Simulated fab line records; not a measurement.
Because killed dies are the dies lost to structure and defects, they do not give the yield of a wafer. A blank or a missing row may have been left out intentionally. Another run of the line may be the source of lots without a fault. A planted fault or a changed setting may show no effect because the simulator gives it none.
Split-lot trial -- flow sfq-line -- on a route of 325 steps: 5 lots, 27 wafers read

== THE SPLIT ITSELF ==
At SFQ_TRILAYER_I3_VIA_BARC_OPEN_VIA_ETCH_121 (etches BARC in O2, target depth 125 nm, time 41.7 s), the setting time-s was moved away from the recipe's 41.7 s on 9 of the 27 wafers read, by -47.4% to +19.6%. The other wafers ran this setting at the recipe's value.

The reading is taken at the split's own step.

== THE READING ==
oes-product-au, in a.u., at SFQ_TRILAYER_I3_VIA_BARC_OPEN_VIA_ETCH_121 (etches BARC in O2, target depth 125 nm, time 41.7 s). A value of 0.686 a.u. with a standard deviation of 0.0049 a.u. is what fault-free wafers of this fab line usually give.

wafer,"tool, chamber at the split","time-s as run, s",against the recipe,"oes-product-au, a.u.",against lot-mates on the recipe
L075.1,"rie-diel-01, 2",41.7,recipe,0.683,-
L075.2,"rie-diel-01, 0",41.7,recipe,0.688,-
L075.3,"rie-diel-01, 3",41.7,recipe,0.680,-
L075.4,"rie-diel-01, 3",41.7,recipe,0.696,-
L075.5,"rie-diel-01, 0",41.7,recipe,0.690,-
L075.6,"rie-diel-01, 2",41.7,recipe,0.687,-
L076.3,"rie-diel-04, 2",41.7,recipe,0.684,-
L076.4,"rie-diel-04, 2",41.7,recipe,0.684,-
L076.5,"rie-diel-04, 3",41.7,recipe,0.686,-
L078.1,"rie-diel-02, 0",49.88,+19.6%,0.667,-0.017
L078.2,"rie-diel-02, 3",41.7,recipe,0.687,-
L078.3,"rie-diel-02, 1",49.88,+19.6%,0.659,-0.025
L078.4,"rie-diel-02, 2",41.7,recipe,0.685,-
L078.5,"rie-diel-02, 2",41.7,recipe,0.681,-
L078.6,"rie-diel-02, 1",49.88,+19.6%,0.661,-0.023
L080.1,"rie-diel-02, 1",41.7,recipe,0.678,-
L080.2,"rie-diel-02, 0",41.7,recipe,0.688,-
L080.3,"rie-diel-02, 2",41.7,recipe,0.689,-
L080.4,"rie-diel-02, 3",21.92,-47.4%,0.962,+0.277
L080.5,"rie-diel-02, 1",21.92,-47.4%,0.948,+0.263
L080.6,"rie-diel-02, 2",21.92,-47.4%,0.972,+0.287
L084.1,"rie-diel-04, 3",41.7,recipe,0.681,-
L084.2,"rie-diel-04, 0",41.7,recipe,0.685,-
L084.3,"rie-diel-04, 2",41.7,recipe,0.684,-
L084.4,"rie-diel-04, 1",32.69,-21.6%,0.776,+0.093
L084.5,"rie-diel-04, 0",32.69,-21.6%,0.772,+0.089
L084.6,"rie-diel-04, 1",32.69,-21.6%,0.774,+0.091

THE FIT
A straight line over all 27 wafers: oes-product-au changes by -0.00479 a.u. for each +1% of time-s; r = -0.95; the points scatter about the line by 0.028 a.u.
The same after taking each lot's own level away (the mean of its wafers on the recipe; 27 wafers): -0.0048 a.u. for each +1%; r = -0.95; scatter 0.028 a.u.
On that fit, the largest move of time-s shifts the reading by 0.23 a.u.
The span of the lots' own levels, 0.6833 to 0.6873 a.u., comes to 0.8 times the standard deviation stated above.
The two slopes agree, so the slope changes little with the lot-to-lot level.
Check: for one of the wafers moved furthest among these (-47.4%), held out of the fit, the line's prediction against its lot-mates is +0.227 a.u. It came out at +0.277 a.u. against them.
Tool readings at the split's step, against how far the setting was moved: oes-product-au r = -0.95.

== THE WHOLE CHAIN: every reading that the file lists as answering this split, in the file's order ==
step,what it does,reading,change (the file's fit),r (the file's)
SFQ_TRILAYER_I3_VIA_BARC_OPEN_VIA_ETCH_121,"etches BARC in O2, target depth 125 nm, time 41.7 s",oes-product-au,-0.00498 a.u. for each +1% of the setting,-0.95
SFQ_TRILAYER_I3_VIA_BARC_OPEN_VIA_ETCH_121,"etches BARC in O2, target depth 125 nm, time 41.7 s","KrF_of_TRILAYER_I3_VIA_LITHO_COAT_085.thk-nm (the simulator's own value, which no gauge read)",-0.509 nm for each +1% of the setting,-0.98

== FILE'S OWN FIT ==
oes-product-au changes by -0.00498 a.u. for each +1% of time-s, r = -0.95.
